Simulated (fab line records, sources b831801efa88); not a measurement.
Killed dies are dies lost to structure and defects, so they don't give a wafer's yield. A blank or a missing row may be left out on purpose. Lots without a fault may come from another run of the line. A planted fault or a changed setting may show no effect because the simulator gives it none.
Which tool did it? | flow gf180mcu | 6 lots, 18 wafers sampled, at 1 step of a route of 602

WHAT THE GAUGES READ, wafer by wafer
GF_DUAL_GATE_THK_MEAS_03.
lot  | measured     | on            | DUAL_GATE_OXIDATION_00_THK (nm)
L956 | day 7 19:40  | film_metro-02 | 11.33 11.46 11.08
L959 | day 8 21:42  | film_metro-03 | 10.86 10.93 10.98
L968 | day 11 04:05 | film_metro-01 | 11.16 11.26 11.11
L971 | day 12 03:58 | film_metro-01 | 10.63 10.78 10.96
L974 | day 12 23:58 | film_metro-03 | 10.99 10.93 10.89
L977 | day 13 17:32 | film_metro-03 | 11.23 11.23 11.40

WHICH TOOL RAN EACH LOT (tool, then ch and the chambers of the sampled wafers, then the start)
The record holds no process step before these readings.

THE ANSWER, worked out from the rows above alone
Rule: what is usual is taken from the lots themselves. Put in order of their means at a reading, lots are off if they are a third of the lots or fewer, leave a main group of 4 or more, and stand apart from it by a gap of 3 or more times the standard deviation of the main group's means; of several such gaps the widest counts. A main group whose means are all the same, to the digits that the tables above print for the reading, isn't used. A lot without any number at a reading at which 4 lots or more have one is off too. The other lots that the step has rows for count as sound.
No lot is off at any reading shown: from this, nothing can be told.

WHAT THE SIMULATOR HAD PUT IN
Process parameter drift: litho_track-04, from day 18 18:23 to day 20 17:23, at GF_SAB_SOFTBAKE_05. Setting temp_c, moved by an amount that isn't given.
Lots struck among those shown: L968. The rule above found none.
